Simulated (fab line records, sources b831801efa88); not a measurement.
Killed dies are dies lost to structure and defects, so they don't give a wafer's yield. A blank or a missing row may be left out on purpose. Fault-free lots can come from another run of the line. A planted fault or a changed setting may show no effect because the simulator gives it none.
Split-lot experiment | flow gf180mcu | 5 lots, 23 wafers read, on a route of 602 steps

== THE SPLIT ITSELF ==
At GF_MIM_SPUTTER_08 (material AlCu, target thk 200 nm, time 10.6 s), the setting timeS was moved away from the recipe's 10.6 s on 9 of the 23 wafers read, by -5.3% to +12.9%. For the rest of the wafers, this setting stayed at what the recipe calls for.

== FROM THE SPLIT TO THE READING: what the file shows between them, 6 steps ==
- GF_MIM_SPUTTER_09: material TiN, target thk 35 nm, time 29.2 s
- GF_MIM_RS_MEAS_10: measures by four-point-probe
- GF_MIM_THK_MEAS_11: measures by xrf
- GF_MIM_EXPOSE_16: exposes mask FuseTop, target cd 2000 nm (also split here: doseMj)
- GF_MIM_PEB_17
- GF_MIM_DEVELOP_18: develop time 60 s

== THE READING ==
oesProductAu, in a.u., at GF_MIM_METAL_ETCH_19 (etches the open film in Cl2/BCl3, stops on Si3N4, target depth 324.5 nm, time 54.1 s). On this fab line, fault-free wafers typically give 0.941 a.u. with a standard deviation of 0.0048 a.u.

wafer  | tool, chamber at the split | timeS as run, s | against the recipe | oesProductAu, a.u. | against lot-mates on the recipe
L074.1 | pvdSputter-04, -           | 10.04           | -5.3%              | 0.915              | -0.022
L074.2 | pvdSputter-04, -           | 10.04           | -5.3%              | 0.914              | -0.023
L074.3 | pvdSputter-04, -           | 10.6            | recipe             | 0.938              | -
L074.5 | pvdSputter-04, -           | 10.6            | recipe             | 0.937              | -
L074.6 | pvdSputter-04, -           | 10.6            | recipe             | 0.937              | -
L075.2 | pvdSputter-01, -           | 10.6            | recipe             | 0.940              | -
L075.4 | pvdSputter-01, -           | 10.6            | recipe             | 0.944              | -
L075.5 | pvdSputter-01, -           | 10.6            | recipe             | 0.940              | -
L082.2 | pvdSputter-04, -           | 10.6            | recipe             | 0.938              | -
L082.3 | pvdSputter-04, -           | 11.89           | +12.2%             | 0.976              | +0.036
L082.4 | pvdSputter-04, -           | 11.89           | +12.2%             | 0.992              | +0.052
L082.5 | pvdSputter-04, -           | 10.6            | recipe             | 0.942              | -
L082.6 | pvdSputter-04, -           | 10.6            | recipe             | 0.939              | -
L083.1 | pvdSputter-04, -           | 10.6            | recipe             | 0.944              | -
L083.2 | pvdSputter-04, -           | 10.6            | recipe             | 0.953              | -
L083.3 | pvdSputter-04, -           | 11.97           | +12.9%             | 0.990              | +0.042
L083.4 | pvdSputter-04, -           | 11.97           | +12.9%             | 0.987              | +0.039
L083.5 | pvdSputter-04, -           | 11.97           | +12.9%             | 0.981              | +0.033
L085.1 | pvdSputter-04, -           | 10.6            | recipe             | 0.942              | -
L085.2 | pvdSputter-04, -           | 11.53           | +8.8%              | 0.959              | +0.019
L085.3 | pvdSputter-04, -           | 10.6            | recipe             | 0.944              | -
L085.5 | pvdSputter-04, -           | 10.6            | recipe             | 0.933              | -
L085.6 | pvdSputter-04, -           | 11.53           | +8.8%              | 0.969              | +0.029

THE FIT
A straight line over all 23 wafers: oesProductAu changes by +0.00357 a.u. for each +1% of timeS; r = +0.97; the points scatter about the line by 0.0058 a.u.
The same after taking each lot's own level away (the mean of its wafers on the recipe; 23 wafers): +0.00325 a.u. for each +1%; r = +0.97; scatter 0.005 a.u.
Per that fit: largest timeS move, reading shift of 0.042 a.u.
The lots' own levels span 0.9373 to 0.9485 a.u., that is 2.3 times the standard deviation above.
The two slopes agree, so the slope changes little with the lot-to-lot level.
Check: +0.0409 a.u. against its lot-mates is what the line predicts for one of the wafers moved furthest among these (+12.9%) when that wafer is left out of the fit. Against them it came out at +0.0415 a.u.

== OTHER SPLITS APPLIED TO THESE WAFERS ==
Note: prior to the reading, these wafers also went through further splits. Each is held against what the fit with the lots' levels taken away leaves over:
other split on the same wafers     | wafers away from the commonest value | r with oesProductAu (lot level and that fit taken away)
GF_M4_SPUTTER_00 chamberPressurePa | 15                                   | +0.11
GF_M4_COAT_09 resistThkNm          | 11                                   | -0.06
GF_M4_METAL_ETCH_16 icpW           | 9                                    | +0.15
GF_V4_SPUTTER_21 chamberPressurePa | 18                                   | +0.34
GF_MIM_SPUTTER_02 powerW           | 9                                    | +0.06
GF_MIM_EXPOSE_16 doseMj            | 6                                    | +0.04

== THE WHOLE CHAIN: every reading that the file lists as answering this split, in the file's order ==
step                 | what it does                                                                         | reading                                                                       | change (the file's fit)                   | r (the file's)
GF_MIM_SPUTTER_08    | material AlCu, target thk 200 nm, time 10.6 s                                        | AlCu_of_MIM_SPUTTER_08.thkNm (the simulator's own value, which no gauge read) | +2.01 nm for each +1% of the setting      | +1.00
GF_MIM_RS_MEAS_10    | measures by four-point-probe                                                         | MIM_ALCU_RS                                                                   | -0.00153 for each +1% of the setting      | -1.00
GF_MIM_THK_MEAS_11   | measures by xrf                                                                      | MIM_ALCU_THK                                                                  | +2.03 for each +1% of the setting         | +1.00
GF_MIM_METAL_ETCH_19 | etches the open film in Cl2/BCl3, stops on Si3N4, target depth 324.5 nm, time 54.1 s | oesProductAu                                                                  | +0.00322 a.u. for each +1% of the setting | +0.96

== THE FILE'S OWN FIT ==
oesProductAu changes by +0.00322 a.u. for each +1% of timeS, r = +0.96.
